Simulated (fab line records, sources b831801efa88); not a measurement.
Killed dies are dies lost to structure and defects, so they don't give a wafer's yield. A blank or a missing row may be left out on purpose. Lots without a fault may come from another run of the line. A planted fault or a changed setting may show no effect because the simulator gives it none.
Which tool did it? | flow gf180mcu | 14 lots, 42 wafers sampled, at 4 steps of a route of 602

WHAT THE GAUGES READ, wafer by wafer
GF_POLY_GATE_CD_MEAS_18.
lot  | measured     | on        | cd_nm (nm)
L130 | day 9 10:52  | cd_sem-02 | 276.7 276.9 278.2
L131 | day 9 21:11  | cd_sem-01 | 282.6 282.5 282.0
L132 | day 10 03:04 | cd_sem-01 | 283.7 279.5 279.6
L134 | day 10 14:27 | cd_sem-02 | 280.3 280.0 283.2
L135 | day 11 01:14 | cd_sem-01 | 282.6 281.9 281.0
L138 | day 11 19:44 | cd_sem-02 | 280.4 281.4 281.7
L139 | day 12 09:07 | cd_sem-01 | 280.6 280.9 278.8
L145 | day 14 06:04 | cd_sem-01 | 282.9 281.6 281.1
L146 | day 14 07:44 | cd_sem-01 | 281.6 281.3 279.7
L148 | day 15 02:38 | cd_sem-01 | 281.2 277.5 279.9
L149 | day 15 06:53 | cd_sem-01 | 281.5 278.6 279.4
L150 | day 15 13:05 | cd_sem-02 | 279.0 280.9 281.0
L151 | day 15 23:17 | cd_sem-02 | 280.0 281.4 281.2
L152 | day 16 04:40 | cd_sem-01 | 279.9 280.5 279.2

GF_HV_LDD_RS_MEAS_53: measures by four-point-probe.
lot  | measured     | on            | HV_LDD_RS (ohm/sq)
L130 | day 12 13:44 | film_metro-01 | 418.7 418.6 417.9
L131 | day 13 02:52 | film_metro-02 | 419.2 417.9 418.6
L132 | day 13 09:13 | film_metro-01 | 418.9 419.9 418.5
L134 | day 13 20:59 | film_metro-02 | 418.3 417.2 416.3
L135 | day 14 09:44 | film_metro-02 | 417.9 418.2 417.8
L138 | day 15 07:04 | film_metro-03 | 418.8 418.4 418.9
L139 | day 15 21:17 | film_metro-01 | 421.7 420.1 419.0
L145 | day 18 01:52 | film_metro-02 | 417.7 418.3 416.6
L146 | day 18 04:20 | film_metro-01 | 418.9 419.8 419.3
L148 | day 18 23:44 | film_metro-01 | 418.0 418.9 419.0
L149 | day 19 04:53 | film_metro-02 | 417.9 417.7 417.5
L150 | day 19 09:32 | film_metro-01 | 420.1 419.7 420.7
L151 | day 19 21:59 | film_metro-03 | 419.3 419.3 418.8
L152 | day 20 05:38 | film_metro-03 | 418.0 418.2 419.0

GF_NSD_CD_MEAS_07: target cd 400 nm.
lot  | measured     | on        | cd_nm (nm)
L130 | day 13 12:48 | cd_sem-02 | 399.8 401.2 398.6
L131 | day 14 02:07 | cd_sem-01 | 397.8 398.0 401.1
L132 | day 14 08:39 | cd_sem-02 | 401.6 400.1 399.3
L134 | day 14 20:54 | cd_sem-01 | 399.6 398.5 400.5
L135 | day 15 10:51 | cd_sem-02 | 402.0 402.5 400.1
L138 | day 16 07:24 | cd_sem-02 | 401.1 400.8 403.3
L139 | day 16 22:04 | cd_sem-01 | 406.3 409.6 405.8
L145 | day 19 04:29 | cd_sem-01 | 397.8 397.1 396.9
L146 | day 19 07:04 | cd_sem-01 | 402.0 402.9 400.6
L148 | day 20 02:33 | cd_sem-01 | 399.1 401.2 399.8
L149 | day 20 07:57 | cd_sem-01 | 397.4 395.9 397.3
L150 | day 20 12:39 | cd_sem-01 | 399.0 398.6 398.4
L151 | day 21 00:26 | cd_sem-01 | 396.1 395.5 394.1
L152 | day 21 07:12 | cd_sem-01 | 401.6 404.2 404.3

WHICH TOOL RAN EACH LOT (tool, then ch and the chambers of the sampled wafers, then the start)
lot  | GF_HV_LDD_STRIP_49
L130 | plasma_asher-04 ch 0, day 12 13:23
L131 | plasma_asher-04 ch 0,1, day 13 02:35
L132 | plasma_asher-01 ch 0,1, day 13 08:56
L134 | plasma_asher-02 ch 0,1, day 13 20:43
L135 | plasma_asher-02 ch 0,1, day 14 09:28
L138 | plasma_asher-01 ch 0,1, day 15 06:47
L139 | plasma_asher-01 ch 0,1, day 15 20:59
L145 | plasma_asher-02 ch 0,1, day 18 01:35
L146 | plasma_asher-02 ch 0,1, day 18 04:04
L148 | plasma_asher-01 ch 0,1, day 18 23:27
L149 | plasma_asher-01 ch 0,1, day 19 04:36
L150 | plasma_asher-04 ch 0,1, day 19 09:16
L151 | plasma_asher-01 ch 0,1, day 19 21:42
L152 | plasma_asher-02 ch 0,1, day 20 05:20
- GF_HV_LDD_STRIP_49: strips in O2/N2.

WHAT THE TOOLS THEMSELVES READ (means of the sampled wafers that have a number; where no wafer has one, the mark that the record gives instead)
GF_HV_LDD_STRIP_49.
lot  | tool            | drypump_motor_current_A (A) | heater_power_w (W) | n2_flow_sccm (sccm) | oes_product_au (a.u.) | strip_time_to_endpoint_s (s)
L130 | plasma_asher-04 | 5.5                         | 343                | 300.5               | 0.720                 | 12.64
L131 | plasma_asher-04 | 5.4                         | 340                | 300.9               | 0.713                 | 12.66
L132 | plasma_asher-01 | 5.8                         | 346                | 299.2               | 0.714                 | 12.65
L134 | plasma_asher-02 | 5.7                         | 326                | 299.6               | 0.712                 | 12.66
L135 | plasma_asher-02 | 5.9                         | 315                | 300.5               | 0.716                 | 12.63
L138 | plasma_asher-01 | 5.8                         | 348                | 239.3               | 0.714                 | 12.61
L139 | plasma_asher-01 | 5.9                         | 374                | 240.6               | 0.714                 | 12.63
L145 | plasma_asher-02 | 5.7                         | 328                | 299.9               | 0.718                 | 12.65
L146 | plasma_asher-02 | 5.7                         | 330                | 300.5               | 0.719                 | 12.64
L148 | plasma_asher-01 | 5.9                         | 371                | 300.5               | 0.723                 | 12.62
L149 | plasma_asher-01 | 5.9                         | 370                | 300.5               | 0.715                 | 12.62
L150 | plasma_asher-04 | 5.5                         | 333                | 299.5               | 0.718                 | 12.63
L151 | plasma_asher-01 | 5.8                         | 348                | 300.7               | 0.713                 | 12.59
L152 | plasma_asher-02 | 5.9                         | 314                | 299.5               | 0.713                 | 12.58

THE ANSWER, worked out from the rows above alone
Rule: what is usual is taken from the lots themselves. Put in order of their means at a reading, lots are off if they are a third of the lots or fewer, leave a main group of 4 or more, and stand apart from it by a gap of 3 or more times the standard deviation of the main group's means; of several such gaps the widest counts. A main group whose means are all the same, to the digits that the tables above print for the reading, isn't used. A lot without any number at a reading at which 4 lots or more have one is off too. The other lots that the step has rows for count as sound. The gauges are gone through in route order, then the tools' own readings, and for those a lot's mean is taken as printed above. The first step at which some lot is off is used, and at that step the reading that is off furthest; a lot without a number counts as furthest.
Off: L138, L139, at GF_HV_LDD_STRIP_49 (n2_flow_sccm). The main group: mean 300.1 sccm, standard deviation 0.55.
A tool fits if, at that step or a process step before it, it ran every lot that is off, and no sound lot after the first of them. None of those tried fits.

WHAT THE SIMULATOR HAD PUT IN
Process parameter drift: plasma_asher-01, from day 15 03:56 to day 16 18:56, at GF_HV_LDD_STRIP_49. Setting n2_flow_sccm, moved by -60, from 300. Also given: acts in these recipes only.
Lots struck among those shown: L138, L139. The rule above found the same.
